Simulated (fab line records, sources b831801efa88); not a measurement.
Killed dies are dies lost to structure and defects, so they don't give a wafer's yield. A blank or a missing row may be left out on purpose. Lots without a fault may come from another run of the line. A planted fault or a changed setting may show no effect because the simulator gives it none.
fab line records | flow sky130
record lots=12 wafers=36 last_day=50
route steps=708 shown LI_CONTACT@375 LOCAL_INTERCONNECT@400 PAD_OPEN@708
lots that met no fault: from a run of the same line without faults
start_h: hours from the record's first day to the start of the lot's first wafer shown | wait_h: hours since the lot's step before | " the same as in the row above | L1.1+2: a row that stands for several wafers | - no value, or no start given | * or withheld: withheld | < > ~ a bound
route shown NAME@n: a module of which the file shows steps, and the number in the route of the first | usual: mean/standard deviation of fault-free wafers | same: alike in all rows | chamber/n: place in a boat | sites: the reading at each site | _std_site: their standard deviation | _edge_site: outer sites' mean less inner sites' | radius_mm: how far each site lies from the wafer's centre | mask NAME#n: copy n | behind: the tool/chamber that last shaped the wafer | hold: why the lot was held/for how many hours/how that ended | device: the transistor (n, p or np) that didn't switch | end of line: the same wafers' tests at the end of the route | a step without rows: its recipe alone | killed: dies lost to structure and defects at the first sort, not the wafer's yield | map: a wafer's dies, x killed, . not, _ none there
set.NAME: the setting as run; set.NAME@STEP: as run at that earlier step | model.NAME: the simulator's own value behind a step, which no gauge read
steps of the route over a sample of lots; a table a step, a row a wafer
services: from which hour (start_h, from the record's first day; less than 0 if before it) a tool's chamber was out of use, for how many hours, and why
## steps
# step SKY_LI_CONTACT_OVL_MEAS_13
# usual LI_CONTACT_OVL=1/5.4
# columns lot.wafer tool chamber start_h wait_h LI_CONTACT_OVL[nm]
L895.1 overlay-01 - 672.21 0.1 5
L895.2 " - " " 8
L895.6 " - " " 5
L896.2 overlay-02 - 678.52 0.1 3
L896.4 " - " " 4
L896.5 " - " " 3
L898.2 overlay-02 - 695.57 0.1 1
L898.5 " - " " -2
L898.6 " - " " -7
L899.3 overlay-01 - 705.57 0.1 -4
L899.4 " - " " -8
L899.6 " - " " -10
L900.2 overlay-02 - 716.27 0.1 5
L900.3 " - " " 6
L900.4 " - " " 7
L901.2 overlay-02 - 718.32 0.1 -5
L901.5 " - " " 0
L901.6 " - " " 3
L902.1 overlay-02 - 734.41 0.1 -2
L902.2 " - " " -10
L902.6 " - " " -8
L904.2 overlay-01 - 752.82 0.1 2
L904.4 " - " " 3
L904.6 " - " " -1
L907.1 overlay-01 - 775.53 0.1 4
L907.2 " - " " 5
L907.4 " - " " 12
L913.1 overlay-02 - 814.26 0.1 -5
L913.3 " - " " 0
L913.4 " - " " 4
L916.3 overlay-02 - 838.49 0.1 -4
L916.4 " - " " 1
L916.5 " - " " -9
L917.4 overlay-01 - 845.38 0.1 -2
L917.5 " - " " 7
L917.6 " - " " -6
# step SKY_LI_CONTACT_STRIP_16
# recipe chemistry=O2/N2 power_w=1400 pressure_mtorr=1500 platen_temp_c=withheld o2_flow_sccm=3000 n2_flow_sccm=300 overash_fraction=0.5
# usual drypump_motor_current_A=5.7/0.36 oes_product_au=0.377/0.0051 strip_time_to_endpoint_s=3.52/0.032
# columns lot.wafer tool chamber start_h wait_h drypump_motor_current_A oes_product_au rf_hours_counter_h strip_time_to_endpoint_s
L895.1 plasma_asher-03 0 672.37 - 5.6 0.384 24 3.54
L895.2 " 1 " " 6.1 0.374 24 3.48
L895.6 " 0 " " 5.6 0.378 - 3.53
L896.2 plasma_asher-01 1 678.67 - 5.2 0.373 84 3.46
L896.4 " 0 " " 5.8 0.376 - 3.53
L896.5 " 1 " " 5.2 0.384 - 3.52
L898.2 plasma_asher-03 1 695.72 - 6.0 0.369 27 3.46
L898.5 " 1 " " 6.1 0.372 - 3.54
L898.6 " 0 " " 5.6 0.381 - 3.52
L899.3 plasma_asher-03 1 705.76 - 6.1 0.383 - 3.55
L899.4 " 0 " " 5.6 0.379 - 3.52
L899.6 " 0 " " 5.6 0.376 - 3.54
L900.2 plasma_asher-01 0 716.42 - 5.8 0.368 87 3.47
L900.3 " 0 " " 5.8 0.368 - 3.50
L900.4 " 1 " " 5.1 0.375 - 3.49
L901.2 plasma_asher-01 1 718.47 - 5.1 0.379 88 3.55
L901.5 " 0 " " 5.8 0.382 - 3.55
L901.6 " 1 " " 5.1 0.376 - 3.50
L902.1 plasma_asher-03 1 734.57 - 6.0 0.383 32 3.56
L902.2 " 0 " " 5.6 0.375 32 3.53
L902.6 " 0 " " 5.5 0.378 - 3.60
L904.2 plasma_asher-01 0 752.97 - 5.8 0.375 91 3.52
L904.4 " 1 " " 5.2 0.378 - 3.52
L904.6 " 1 " " 5.2 0.383 - 3.52
L907.1 plasma_asher-03 1 775.69 - 6.0 0.381 36 3.54
L907.2 " 0 " " 5.5 0.371 36 3.46
L907.4 " 1 " " 6.0 0.369 - 3.53
L913.1 plasma_asher-01 0 814.42 - 5.8 0.375 98 3.49
L913.3 " 0 " " 5.8 0.377 - 3.47
L913.4 " 1 " " 5.1 0.379 - 3.46
L916.3 plasma_asher-01 0 838.68 - 5.8 0.378 - 3.48
L916.4 " 1 " " 5.1 0.377 - 3.56
L916.5 " 1 " " 5.1 0.381 - 3.47
L917.4 plasma_asher-01 1 845.56 - 5.2 0.370 - 3.55
L917.5 " 1 " " 5.2 0.376 - 3.54
L917.6 " 0 " " 5.8 0.382 - 3.55
# step SKY_LI_CONTACT_SPUTTER_20
# recipe material=TiN target_thk_nm=20 chamber_pressure_pa=5 power_w=4000 time_s=80
# usual throttle_valve_pct=30.4/0.96
# columns lot.wafer tool chamber start_h wait_h throttle_valve_pct
L895.1 pvd_sputter-03 - 672.78 0.0 30.6
L895.2 " - " " 30.0
L895.6 " - " " 30.9
L896.2 pvd_sputter-03 - 679.04 0.0 30.9
L896.4 " - " " 30.5
L896.5 " - " " 30.0
L898.2 pvd_sputter-01 - 696.11 0.0 30.1
L898.5 " - " " 29.7
L898.6 " - " " 30.2
L899.3 pvd_sputter-01 - 706.09 0.0 30.4
L899.4 " - " " 30.2
L899.6 " - " " 30.5
L900.2 pvd_sputter-01 - 716.79 0.0 30.4
L900.3 " - " " 30.4
L900.4 " - " " 29.3
L901.2 pvd_sputter-02 - 718.86 0.0 33.0
L901.5 " - " " 31.3
L901.6 " - " " 29.3
L902.1 pvd_sputter-02 - 734.96 0.0 29.9
L902.2 " - " " 29.7
L902.6 " - " " 29.8
L904.2 pvd_sputter-01 - 753.34 0.0 30.4
L904.4 " - " " 29.6
L904.6 " - " " 30.3
L907.1 pvd_sputter-03 - 776.07 0.0 30.4
L907.2 " - " " 30.9
L907.4 " - " " 29.9
L913.1 pvd_sputter-02 - 814.81 0.0 31.2
L913.3 " - " " 29.2
L913.4 " - " " 29.9
L916.3 pvd_sputter-02 - 839.02 0.0 31.2
L916.4 " - " " 29.2
L916.5 " - " " 29.7
L917.4 pvd_sputter-03 - 845.91 0.0 30.8
L917.5 " - " " 29.7
L917.6 " - " " 30.2
# step SKY_LOCAL_INTERCONNECT_ETCH_13
# recipe chemistry=N2/H2 target=BARC ion_energy_ev=200 bias_w=100 pressure_mtorr=30 n2_flow_sccm=100 h2_flow_sccm=200 icp_w=500 stop_on=SiO2 time_s=45.9 target_depth_a=600
# usual chamber_pressure_mTorr=30.002/0.03 drypump_motor_current_A=5.52/0.27 he_backside_leak_sccm=3.29/0.25 oes_product_au=0.854/0.0048 throttle_valve_pct=13.226/0.0084
# columns lot.wafer tool chamber start_h wait_h chamber_pressure_mTorr drypump_motor_current_A he_backside_leak_sccm oes_product_au rf_hours_counter_h throttle_valve_pct
L895.1 rie_metal-02 0 702.33 0.0 29.983 5.72 3.24 0.852 10 13.214
L895.2 " 1 " " 30.022 5.23 3.28 0.859 12 13.232
L895.6 " 1 " " 30.027 5.25 3.42 0.858 - 13.237
L896.2 rie_metal-01 1 707.67 0.0 29.938 5.59 3.17 0.861 12 13.225
L896.4 " 0 " " 30.004 5.13 3.43 0.850 - 13.241
L896.5 " 1 " " 30.034 5.60 3.25 0.856 - 13.224
L898.2 rie_metal-01 0 724.72 0.0 29.998 5.10 3.51 0.853 8 13.216
L898.5 " 0 " " 29.983 5.13 3.55 0.849 - 13.231
L898.6 " 1 " " 30.006 5.62 3.44 0.849 - 13.230
L899.3 rie_metal-02 0 734.85 0.0 29.990 5.73 3.09 0.854 - 13.232
L899.4 " 1 " " 30.020 5.21 3.29 0.854 - 13.222
L899.6 " 0 " " 29.995 5.74 3.22 0.854 - 13.227
L900.2 rie_metal-02 0 745.90 0.0 30.022 5.74 3.13 0.853 11 13.225
L900.3 " 1 " " 30.046 5.23 3.16 0.854 - 13.226
L900.4 " 0 " " 29.978 5.72 3.02 0.850 - 13.229
L901.2 rie_metal-02 1 747.27 0.0 30.029 5.26 3.33 0.856 14 13.229
L901.5 " 0 " " 36.044 5.74 3.19 0.862 - 13.201
L901.6 " 1 " " 29.996 5.28 3.24 0.856 - 13.229
L902.1 rie_metal-02 0 763.93 0.0 35.970 5.70 3.16 0.859 12 13.222
L902.2 " 1 " " 29.991 5.21 3.32 0.858 14 13.222
L902.6 " 0 " " 36.005 5.73 3.23 0.861 - 13.231
L904.2 rie_metal-03 0 780.58 0.0 29.994 5.40 3.51 0.858 12 13.227
L904.4 " 1 " " 30.021 5.89 3.10 0.852 - 13.240
L904.6 " 0 " " 29.971 5.42 3.44 0.853 - 13.233
L907.1 rie_metal-03 0 802.62 0.0 29.968 5.40 3.23 0.858 13 13.223
L907.2 " 1 " " 29.984 5.87 2.91 0.848 14 13.218
L907.4 " 1 " " 30.061 5.87 3.06 0.858 - 13.216
L913.1 rie_metal-02 0 841.88 0.0 29.986 5.73 3.22 0.852 14 13.210
L913.3 " 0 " " 29.986 5.75 3.14 0.850 - 13.253
L913.4 " 1 " " 30.010 5.27 3.14 0.850 - 13.234
L916.3 rie_metal-02 0 866.10 0.0 30.011 5.72 3.29 0.855 - 13.219
L916.4 " 1 " " 29.948 5.23 3.05 0.855 - 13.212
L916.5 " 0 " " 30.006 5.74 3.38 0.853 - 13.225
L917.4 rie_metal-02 0 872.32 0.0 29.962 5.75 3.26 0.853 - 13.223
L917.5 " 0 " " 29.985 5.73 3.10 0.847 - 13.218
L917.6 " 1 " " 30.053 5.26 3.14 0.853 - 13.232
# step SKY_PAD_OPEN_PROBE_99
# usual killed_at_M0_to_M3=43/6.7 killed_at_M4_up=3.0/1.9 killed_at_contacts=25/5.4 killed_at_front_end=16/4.5 killed_at_other=0.4/0.62 killed_dies=87/9.6 killed_on_rim=17/3.6 killed_open=47/7 killed_short=39/6.1
# same gross_dies=492 killed_at_back_side=0
# columns lot.wafer tool chamber start_h wait_h killed_at_M0_to_M3 killed_at_M4_up killed_at_contacts killed_at_front_end killed_at_other killed_dies killed_on_rim killed_open killed_short
L895.1 prober-01 - 1072.39 0.1 46 3 28 13 0 90 18 52 38
L895.2 prober-01 - 1072.44 0.1 44 3 33 14 0 94 17 54 39
L895.6 prober-01 - 1072.64 0.2 47 2 38 20 0 107 13 56 51
L896.2 prober-02 - 1075.59 0.1 52 4 24 12 0 92 17 43 49
L896.4 prober-02 - 1075.69 0.2 37 3 23 19 0 82 16 34 48
L896.5 prober-02 - 1075.74 0.2 37 3 20 17 0 77 13 43 34
L898.2 prober-02 - 1088.56 0.1 31 2 28 22 0 83 20 52 31
L898.5 prober-02 - 1088.71 0.2 41 1 29 12 0 83 12 42 41
L898.6 prober-02 - 1088.76 0.2 35 5 34 15 1 90 22 48 42
L899.3 prober-01 - 1094.56 0.2 43 3 24 18 1 89 21 49 40
L899.4 prober-01 - 1094.61 0.2 41 3 21 26 1 92 19 48 44
L899.6 prober-01 - 1094.71 0.2 48 5 27 22 0 102 22 52 50
L900.2 prober-02 - 1104.41 0.1 52 4 25 12 0 93 23 50 43
L900.3 prober-02 - 1104.46 0.2 46 3 21 16 1 87 21 51 36
L900.4 prober-02 - 1104.51 0.2 45 1 22 10 2 80 11 44 35
L901.2 prober-01 - 1107.41 0.1 56 4 29 14 1 104 18 59 45
L901.5 prober-01 - 1107.56 0.2 49 2 26 16 0 93 19 48 45
L901.6 prober-01 - 1107.61 0.2 49 1 29 23 0 102 20 51 51
L902.1 prober-02 - 1117.92 0.1 46 6 24 22 0 98 24 58 40
L902.2 prober-02 - 1117.97 0.1 32 7 23 13 1 76 21 42 34
L902.6 prober-02 - 1118.17 0.2 39 2 14 19 0 74 12 41 33
L904.2 prober-02 - 1131.46 0.1 39 4 34 13 3 93 18 48 43
L904.4 prober-02 - 1131.56 0.2 42 2 25 12 2 83 20 56 24
L904.6 prober-02 - 1131.66 0.2 39 1 29 16 1 86 18 47 36
L907.1 prober-01 - 1147.82 0.1 52 5 23 20 0 100 12 56 41
L907.2 prober-01 - 1147.87 0.1 41 2 16 17 2 78 12 46 31
L907.4 prober-01 - 1147.97 0.2 56 2 25 20 0 103 17 60 41
L913.1 prober-01 - 1173.81 0.1 49 1 24 18 0 92 16 52 40
L913.3 prober-01 - 1173.91 0.2 45 2 23 18 0 88 16 43 45
L913.4 prober-01 - 1173.96 0.2 42 1 19 23 0 85 15 50 35
L916.3 prober-02 - 1191.21 0.2 43 3 31 19 1 97 24 54 42
L916.4 prober-02 - 1191.26 0.2 47 3 22 19 0 91 19 44 47
L916.5 prober-02 - 1191.31 0.2 29 3 21 14 0 67 14 33 34
L917.4 prober-01 - 1194.19 0.2 39 2 32 9 0 82 16 44 38
L917.5 prober-01 - 1194.24 0.2 46 4 19 20 0 89 19 43 45
L917.6 prober-01 - 1194.29 0.2 37 1 18 11 0 67 10 43 24
# killed by level:class
L895.1 VIA1:geometric_particle:open=16 CONTACT:geometric_particle:open=13 VIA2:geometric_particle:open=9 FIELD_ISO:geometric_particle:short=6 LOCAL_INTERCONNECT:geometric_particle:short=6 VIA3:geometric_particle:open=6 CONTACT:geometric_particle:short=5 VIA1:geometric_particle:short=4
L895.2 CONTACT:geometric_particle:open=13 LI_CONTACT:geometric_particle:open=11 VIA1:geometric_particle:open=10 VIA3:geometric_particle:open=9 METAL1:geometric_particle:short=7 VIA1:geometric_particle:short=4 FIELD_ISO:geometric_particle:short=3 POLY_GATE:geometric_particle:short=3
L895.6 VIA1:geometric_particle:open=12 LI_CONTACT:geometric_particle:open=11 CONTACT:geometric_particle:open=11 VIA1:geometric_particle:short=8 FIELD_ISO:geometric_particle:short=7 LI_CONTACT:geometric_particle:short=6 CONTACT:geometric_particle:short=6 METAL2:geometric_particle:short=6
L896.2 METAL2:geometric_particle:short=15 VIA1:geometric_particle:open=8 LI_CONTACT:geometric_particle:open=7 CONTACT:geometric_particle:open=7 VIA2:geometric_particle:open=7 METAL1:geometric_particle:short=6 POLY_GATE:geometric_particle:open=5 LOCAL_INTERCONNECT:geometric_particle:short=5
L896.4 POLY_GATE:geometric_particle:short=8 METAL2:geometric_particle:short=7 LOCAL_INTERCONNECT:geometric_particle:short=6 CONTACT:geometric_particle:open=6 METAL1:geometric_particle:short=6 LI_CONTACT:geometric_particle:open=5 LI_CONTACT:geometric_particle:short=5 FIELD_ISO:geometric_particle:open=4
L896.5 VIA1:geometric_particle:open=9 POLY_GATE:geometric_particle:short=7 VIA2:geometric_particle:open=6 LI_CONTACT:geometric_particle:short=5 LI_CONTACT:geometric_particle:open=5 CONTACT:geometric_particle:open=5 METAL1:geometric_particle:open=5 FIELD_ISO:geometric_particle:open=4
L898.2 CONTACT:geometric_particle:open=12 VIA1:geometric_particle:open=10 FIELD_ISO:geometric_particle:open=6 LI_CONTACT:geometric_particle:open=6 VIA3:geometric_particle:open=6 FIELD_ISO:geometric_particle:short=4 LI_CONTACT:geometric_particle:short=4 LOCAL_INTERCONNECT:geometric_particle:short=4
L898.5 VIA1:geometric_particle:open=10 CONTACT:geometric_particle:open=9 CONTACT:geometric_particle:short=7 LI_CONTACT:geometric_particle:open=7 VIA1:geometric_particle:short=7 VIA2:geometric_particle:open=6 FIELD_ISO:geometric_particle:open=5 METAL1:geometric_particle:short=4
L898.6 CONTACT:geometric_particle:open=14 LI_CONTACT:geometric_particle:open=9 VIA2:geometric_particle:open=9 VIA1:geometric_particle:open=7 LOCAL_INTERCONNECT:geometric_particle:short=5 METAL4:geometric_particle:short=5 POLY_GATE:geometric_particle:short=4 METAL1:geometric_particle:short=4
L899.3 CONTACT:geometric_particle:open=10 VIA2:geometric_particle:open=10 FIELD_ISO:geometric_particle:short=8 LI_CONTACT:geometric_particle:open=7 VIA1:geometric_particle:short=6 VIA3:geometric_particle:open=6 VIA2:geometric_particle:short=5 POLY_GATE:geometric_particle:open=4
L899.4 FIELD_ISO:geometric_particle:open=8 FIELD_ISO:geometric_particle:short=8 CONTACT:geometric_particle:open=7 VIA1:geometric_particle:open=7 LI_CONTACT:geometric_particle:open=6 VIA1:geometric_particle:short=5 CONTACT:geometric_particle:short=5 METAL2:geometric_particle:short=5
L899.6 VIA3:geometric_particle:open=9 CONTACT:geometric_particle:open=9 VIA1:geometric_particle:open=9 METAL1:geometric_particle:short=8 FIELD_ISO:geometric_particle:short=7 VIA2:geometric_particle:open=7 FIELD_ISO:geometric_particle:open=6 LOCAL_INTERCONNECT:geometric_particle:short=6
L900.2 VIA1:geometric_particle:open=11 CONTACT:geometric_particle:open=10 LI_CONTACT:geometric_particle:open=8 METAL2:geometric_particle:short=7 VIA2:geometric_particle:open=7 VIA3:geometric_particle:short=7 VIA1:geometric_particle:short=5 POLY_GATE:geometric_particle:short=4
L900.3 VIA1:geometric_particle:open=10 CONTACT:geometric_particle:open=9 VIA3:geometric_particle:open=8 METAL2:geometric_particle:short=7 METAL1:geometric_particle:short=6 LI_CONTACT:geometric_particle:open=5 FIELD_ISO:geometric_particle:open=4 VIA2:geometric_particle:open=4
L900.4 LI_CONTACT:geometric_particle:open=8 VIA1:geometric_particle:open=8 VIA3:geometric_particle:open=7 METAL1:geometric_particle:short=7 CONTACT:geometric_particle:short=6 FIELD_ISO:geometric_particle:short=5 CONTACT:geometric_particle:open=5 VIA2:geometric_particle:open=5
L901.2 LI_CONTACT:geometric_particle:open=11 CONTACT:geometric_particle:open=11 METAL2:geometric_particle:short=10 VIA3:geometric_particle:open=10 VIA2:geometric_particle:open=8 VIA3:geometric_particle:short=6 VIA1:geometric_particle:open=5 VIA1:geometric_particle:short=5
L901.5 VIA1:geometric_particle:open=12 LI_CONTACT:geometric_particle:open=9 LOCAL_INTERCONNECT:geometric_particle:short=8 METAL2:geometric_particle:short=8 FIELD_ISO:geometric_particle:short=6 VIA3:geometric_particle:open=6 VIA2:geometric_particle:open=5 CONTACT:geometric_particle:open=5
L901.6 FIELD_ISO:geometric_particle:short=9 CONTACT:geometric_particle:open=9 VIA1:geometric_particle:open=9 METAL2:geometric_particle:short=8 VIA3:geometric_particle:open=8 FIELD_ISO:geometric_particle:open=7 CONTACT:geometric_particle:short=7 LI_CONTACT:geometric_particle:open=6
L902.1 VIA1:geometric_particle:open=14 CONTACT:geometric_particle:open=9 POLY_GATE:geometric_particle:open=8 VIA2:geometric_particle:open=8 LI_CONTACT:geometric_particle:open=6 POLY_GATE:geometric_particle:short=5 METAL4:geometric_particle:short=5 CONTACT:geometric_particle:short=5
L902.2 VIA1:geometric_particle:open=8 LI_CONTACT:geometric_particle:open=7 CONTACT:geometric_particle:open=7 FIELD_ISO:geometric_particle:short=5 VIA3:geometric_particle:open=5 POLY_GATE:geometric_particle:open=4 CONTACT:geometric_particle:short=4 METAL1:geometric_particle:short=4
L902.6 VIA1:geometric_particle:open=12 POLY_GATE:geometric_particle:open=7 VIA3:geometric_particle:open=7 CONTACT:geometric_particle:open=5 METAL1:geometric_particle:short=5 METAL2:geometric_particle:short=5 POLY_GATE:geometric_particle:short=4 SPACER:geometric_particle:short=4
L904.2 VIA1:geometric_particle:open=10 CONTACT:geometric_particle:open=9 VIA3:geometric_particle:open=9 LI_CONTACT:geometric_particle:short=8 LI_CONTACT:geometric_particle:open=8 FIELD_ISO:geometric_particle:short=6 METAL1:geometric_particle:short=6 LOCAL_INTERCONNECT:geometric_particle:short=5
L904.4 VIA3:geometric_particle:open=10 CONTACT:geometric_particle:open=10 VIA1:geometric_particle:open=10 LI_CONTACT:geometric_particle:open=8 VIA2:geometric_particle:open=7 METAL1:geometric_particle:short=4 VIA3:geometric_particle:short=4 POLY_GATE:geometric_particle:open=3
L904.6 VIA1:geometric_particle:open=10 LI_CONTACT:geometric_particle:open=10 VIA1:geometric_particle:short=7 LOCAL_INTERCONNECT:geometric_particle:short=6 VIA3:geometric_particle:open=6 CONTACT:geometric_particle:open=6 FIELD_ISO:geometric_particle:short=5 CONTACT:geometric_particle:short=5
L907.1 VIA1:geometric_particle:open=15 VIA2:geometric_particle:open=9 CONTACT:geometric_particle:open=8 VIA3:geometric_particle:open=7 VIA2:geometric_particle:short=6 METAL1:geometric_particle:short=6 LI_CONTACT:geometric_particle:open=5 LI_CONTACT:geometric_particle:short=4
L907.2 VIA1:geometric_particle:open=14 VIA3:geometric_particle:open=7 CONTACT:geometric_particle:open=6 POLY_GATE:geometric_particle:open=4 POLY_GATE:geometric_particle:short=4 LI_CONTACT:geometric_particle:open=4 VIA1:geometric_particle:short=4 VIA2:geometric_particle:open=4
L907.4 LI_CONTACT:geometric_particle:open=13 VIA2:geometric_particle:open=9 VIA1:geometric_particle:open=8 VIA3:geometric_particle:open=8 METAL1:geometric_particle:short=7 POLY_GATE:geometric_particle:short=5 SPACER:geometric_particle:open=5 CONTACT:geometric_particle:open=5
L913.1 VIA2:geometric_particle:open=11 CONTACT:geometric_particle:open=9 VIA1:geometric_particle:open=9 METAL2:geometric_particle:short=7 METAL3:geometric_particle:short=6 LI_CONTACT:geometric_particle:open=6 FIELD_ISO:geometric_particle:short=5 FIELD_ISO:geometric_particle:open=4
L913.3 LI_CONTACT:geometric_particle:open=7 VIA1:geometric_particle:open=7 FIELD_ISO:geometric_particle:open=6 CONTACT:geometric_particle:open=6 METAL2:geometric_particle:short=6 METAL3:geometric_particle:short=6 VIA3:geometric_particle:open=6 FIELD_ISO:geometric_particle:short=5
L913.4 CONTACT:geometric_particle:open=10 METAL2:geometric_particle:short=9 FIELD_ISO:geometric_particle:short=7 POLY_GATE:geometric_particle:open=7 VIA1:geometric_particle:open=7 VIA3:geometric_particle:open=7 FIELD_ISO:geometric_particle:open=5 LI_CONTACT:geometric_particle:open=5
L916.3 CONTACT:geometric_particle:open=15 VIA1:geometric_particle:open=10 POLY_GATE:geometric_particle:short=7 VIA2:geometric_particle:open=7 CONTACT:geometric_particle:short=6 METAL2:geometric_particle:short=6 POLY_GATE:geometric_particle:open=5 LI_CONTACT:geometric_particle:open=4
L916.4 CONTACT:geometric_particle:open=9 FIELD_ISO:geometric_particle:open=7 VIA1:geometric_particle:open=7 VIA3:geometric_particle:open=7 METAL1:geometric_particle:short=6 VIA1:geometric_particle:short=6 VIA2:geometric_particle:open=6 LOCAL_INTERCONNECT:geometric_particle:short=5
L916.5 CONTACT:geometric_particle:short=7 VIA1:geometric_particle:open=6 METAL1:geometric_particle:short=5 POLY_GATE:geometric_particle:short=4 LI_CONTACT:geometric_particle:open=4 LOCAL_INTERCONNECT:geometric_particle:short=4 CONTACT:geometric_particle:open=4 FIELD_ISO:geometric_particle:short=3
L917.4 CONTACT:geometric_particle:open=14 LI_CONTACT:geometric_particle:open=9 VIA1:geometric_particle:open=6 VIA1:geometric_particle:short=6 VIA2:geometric_particle:open=6 METAL1:geometric_particle:short=5 LI_CONTACT:geometric_particle:short=4 CONTACT:geometric_particle:short=4
L917.5 VIA2:geometric_particle:open=10 METAL1:geometric_particle:short=8 FIELD_ISO:geometric_particle:short=6 LI_CONTACT:geometric_particle:open=6 VIA1:geometric_particle:open=6 POLY_GATE:geometric_particle:open=5 CONTACT:geometric_particle:open=5 METAL2:geometric_particle:short=5
L917.6 VIA1:geometric_particle:open=13 LI_CONTACT:geometric_particle:open=5 CONTACT:geometric_particle:short=4 CONTACT:geometric_particle:open=4 VIA2:geometric_particle:open=4 VIA3:geometric_particle:open=4 FIELD_ISO:geometric_particle:open=3 POLY_GATE:geometric_particle:open=3
## services
# columns tool chamber start_h hours kind
rie_metal-02 1 656.47 6.5 repair
rie_metal-01 1 661.97 14.4 repair
pvd_sputter-03 - 700.56 2.2 repair
plasma_asher-01 - 708.94 3.8 repair
rie_metal-01 - 713.08 0.5 repair
rie_metal-03 - 737.75 1.4 pm
rie_metal-01 1 746.41 1.8 repair
pvd_sputter-03 - 747.96 1.7 repair
rie_metal-01 1 748.17 - clean
rie_metal-01 1 748.17 20.0 scheduled_down
rie_metal-01 1 748.17 20.0 vent_cycle
rie_metal-02 0 769.09 16.7 repair
rie_metal-02 0 788.42 5.4 repair
pvd_sputter-02 - 811.12 2.6 repair
rie_metal-01 - 819.89 14.6 pm
plasma_asher-03 - 828.12 33.1 repair
rie_metal-02 1 848.02 - clean
rie_metal-02 1 848.02 16.0 scheduled_down
rie_metal-02 1 848.02 16.0 vent_cycle
rie_metal-01 - 857.32 0.3 repair
## key
first_sign step=SKY_LOCAL_INTERCONNECT_ETCH_13 reading=chamber_pressure_mTorr direction=up sigmas=99+ usual=30.002 struck=36.006
effect none on later readings
met_at SKY_LOCAL_INTERCONNECT_ETCH_13
struck_lots L901,L902
struck_wafers L901.5,L902.1,L902.6
tester_left_out L901,L902
not_acting_at SKY_LI_CONTACT_OVL_MEAS_13,SKY_LI_CONTACT_STRIP_16,SKY_LI_CONTACT_SPUTTER_20
onset_between 745.90 747.27
fault kind=process_parameter_drift tool=rie_metal-02 chamber=0 onset_h=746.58 steps=SKY_LOCAL_INTERCONNECT_ETCH_13 channel=pressure_mtorr offset=6 shape=step end_h=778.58 acts_in=these_recipes_only stated=30
# tester_left_out: of these lots the tester's yield and bins aren't shown, on N5 and GAA mostly nor the transistor test; their killed dies are dies lost to structure and defects alone, not to doping, threshold or leakage, so they don't give the yield
